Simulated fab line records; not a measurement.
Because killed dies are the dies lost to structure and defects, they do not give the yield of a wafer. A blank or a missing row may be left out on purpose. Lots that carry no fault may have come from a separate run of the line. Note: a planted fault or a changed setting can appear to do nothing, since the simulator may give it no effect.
Comparing a struck lot with a sound one -- flow sky130 -- 15 out of 708 route steps
Sound: wafers L460.3, L460.4, L460.5. Struck: wafers L458.1, L458.3, L458.5. At the end, the cause is stated.
For every step that has rows: the tool of each side, followed by ch and its chambers, followed by its first start. Under that, the readings that differ: sound wafers -- struck wafers -- difference of the means -- sigmas: that difference in standard deviations of wafers without a fault.
alike: readings with means less than 2 such deviations apart, plus words and numbers identical on both sides. not compared: withheld readings, readings lacking a value on some wafer, bounds such as >300 that could conceal the same value, and numbers that have no deviation in the record and whose values overlap.
The two part at a step that has a row with sigmas, a row that says differs or no value, or rows on one side only. Numbers that have no deviation but don't overlap get no sigmas and don't part them. A reading missing from all wafers of one side parts the sides only when that side holds two or more wafers.

SKY_METAL2_STRIP_20: strips in O2/N2.
  sound on plasma asher-02 ch 0,1, day 41 03:59; struck on plasma asher-03 ch 0,1, day 40 14:10
  alike: drypump motor current A, oes product au, strip time to endpoint s
  not compared: rf hours counter h
then, 4 steps without rows for these wafers: SKY_METAL2_STRIP_21 (strips in post etch residue remover, time 1200 s); SKY_METAL2_CLEAN_22 (cleans in IPA, time 180 s); SKY_METAL2_CLEAN_23 (cleans in O3/DIW); SKY_VIA2_HDPCVD_00 (deposits SiO2, target thk 1180 nm, time 196.7 s).
SKY_VIA2_THK_MEAS_01:
  sound: film metro-04 at day 41 04:43; struck: film metro-04 at day 40 15:03
  alike: VIA2_HDPCVD_THK
SKY_VIA2_CMP_02: polishes SiO2.
  sound on cmp-01 ch 0,2, day 41 04:46; struck on cmp-01 ch 0,3, day 40 15:10
  alike: motor current A
SKY_VIA2_BOW_MEAS_03:
  sound: film metro-02 at day 41 05:06; struck: film metro-01 at day 40 15:25
  alike: VIA2_BOW
then, 4 steps without rows for these wafers: SKY_VIA2_DEHYDRATE_04 (time 60 s); SKY_VIA2_HMDS_05 (prime time 60 s); SKY_VIA2_COAT_06 (resist thk 60 nm); SKY_VIA2_COAT_07 (resist thk 450 nm).
SKY_VIA2_SOFTBAKE_08: time 90 s.
  sound on litho track-02 ch 0, day 41 16:00; struck on litho track-04 ch 0, day 41 03:00
reading,sound,struck,difference,sigmas
heater power total W (W),57.41 57.45 57.60,76.36 76.51 75.96,+18.79,+99 or more
run length s (s),119.2 119.3 119.2,67.0 67.1 67.3,-52.1,-99 or more
then, 1 step without rows for these wafers: SKY_VIA2_EXPOSE_09 (exposes mask VIM2, target cd 200 nm).
-- the record jumps here: 9 days lie between the struck wafers' starts before and after (it left off in module VIA2 and takes up again in module PAD_OPEN, whose first step shown is number 708 of the route) --
SKY_PAD_OPEN_PROBE_99:
  sound: prober-01 at day 50 12:53; struck: prober-01 at day 50 04:18
  alike: defect limited yield, killed_at_M0_to_M3, killed_at_M4_up, killed at contacts, killed at front end, killed at other, killed dies, killed open, killed short

== WHERE THEY PART ==
At SKY_VIA2_SOFTBAKE_08 and nowhere else, as far as this record goes. Later steps at which nothing parts them and some readings are alike: SKY_PAD_OPEN_PROBE_99.

WHY: whatever the simulator had introduced
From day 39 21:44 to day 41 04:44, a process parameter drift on litho track-04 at SKY_VIA2_SOFTBAKE_08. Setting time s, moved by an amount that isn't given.
